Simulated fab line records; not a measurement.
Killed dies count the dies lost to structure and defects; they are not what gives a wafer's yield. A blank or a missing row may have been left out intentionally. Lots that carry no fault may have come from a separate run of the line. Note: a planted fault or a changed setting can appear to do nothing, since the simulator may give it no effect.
The same fault as seen by 2 desks || flow sky130 || only its own numbers are on each desk; what lay behind them is given at the end

## TOOL OWNER'S DESK, litho track-01
Per lot that ran on this tool, the mean of the sampled wafers carrying a number, from the tool's own readings at SKY_CAP2M_SOFTBAKE_08 (time 60 s). Any lot whose mean is over 4 standard deviations away from the usual mean is out of limits and marked OUT; that distance is given in the brackets.
Columns: A = chill plate temp C at SKY_CAP2M_SOFTBAKE_08, usual 23.00 C; B = heater power total W at SKY_CAP2M_SOFTBAKE_08, usual 56.59 W; C = run length s at SKY_CAP2M_SOFTBAKE_08, usual 89.2 s
{"lot": "L822", "first seen here": "day 40 13:06", "A": 22.97, "B": 56.59, "C": 88.7}
{"lot": "L828", "first seen here": "day 42 01:30", "A": 22.95, "B": 56.59, "C": 88.7}
{"lot": "L829", "first seen here": "day 42 09:39", "A": 22.94, "B": "56.89 (+6.6) OUT", "C": "87.7 (-4.1) OUT"}
{"lot": "L830", "first seen here": "day 42 15:22", "A": 22.97, "B": "56.91 (+7.0) OUT", "C": "87.6 (-4.2) OUT"}
This desk finds L829, L830 out of limits, L829 being first, at day 42 09:39 (heater power total W at SKY_CAP2M_SOFTBAKE_08). L822, L828: within limits.

## THE METROLOGY DESK
What the gauges read for every lot (on any tool): the sampled wafers with a number, averaged. Any lot whose mean is over 4 standard deviations away from the usual mean is out of limits and marked OUT; that distance is given in the brackets.
Columns: A = VIA4_W_RS at SKY_VIA4_RS_MEAS_19, usual 0.2255 ohm/sq
{"lot": "L822", "first seen here": "day 43 02:54", "A": 0.2249}
{"lot": "L823", "first seen here": "day 43 11:22", "A": 0.2272}
{"lot": "L826", "first seen here": "day 44 02:59", "A": 0.2226}
{"lot": "L828", "first seen here": "day 44 13:26", "A": 0.2224}
{"lot": "L829", "first seen here": "day 44 21:28", "A": 0.2243}
{"lot": "L830", "first seen here": "day 45 01:31", "A": 0.2300}
{"lot": "L831", "first seen here": "day 45 09:41", "A": 0.2236}
{"lot": "L832", "first seen here": "day 45 16:07", "A": 0.2257}
{"lot": "L837", "first seen here": "day 46 21:07", "A": 0.2263}
{"lot": "L841", "first seen here": "day 47 18:50", "A": 0.2256}
{"lot": "L842", "first seen here": "day 48 03:17", "A": 0.2274}
{"lot": "L844", "first seen here": "day 48 08:41", "A": 0.2287}
This desk found nothing out of limits on any of the 12 lots.

## PUT TOGETHER
The tool owner's desk had the chance to raise an alarm at day 42 09:39 on L829, L830.
Nothing out of limits was seen by the metrology desk.
The metrology desk has L829, L830 on record, within its limits.
The lots listed all ran SKY_CAP2M_SOFTBAKE_08 on litho track-01.

## WHAT THE SIMULATOR HAD INSERTED
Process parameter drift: litho track-01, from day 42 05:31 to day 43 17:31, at SKY_CAP2M_SOFTBAKE_08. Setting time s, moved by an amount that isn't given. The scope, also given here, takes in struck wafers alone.
Lots struck among those shown: L829, L830.
Delay in hours, fault start to first out-of-limits reading, by desk: the tool owner's desk at 4.
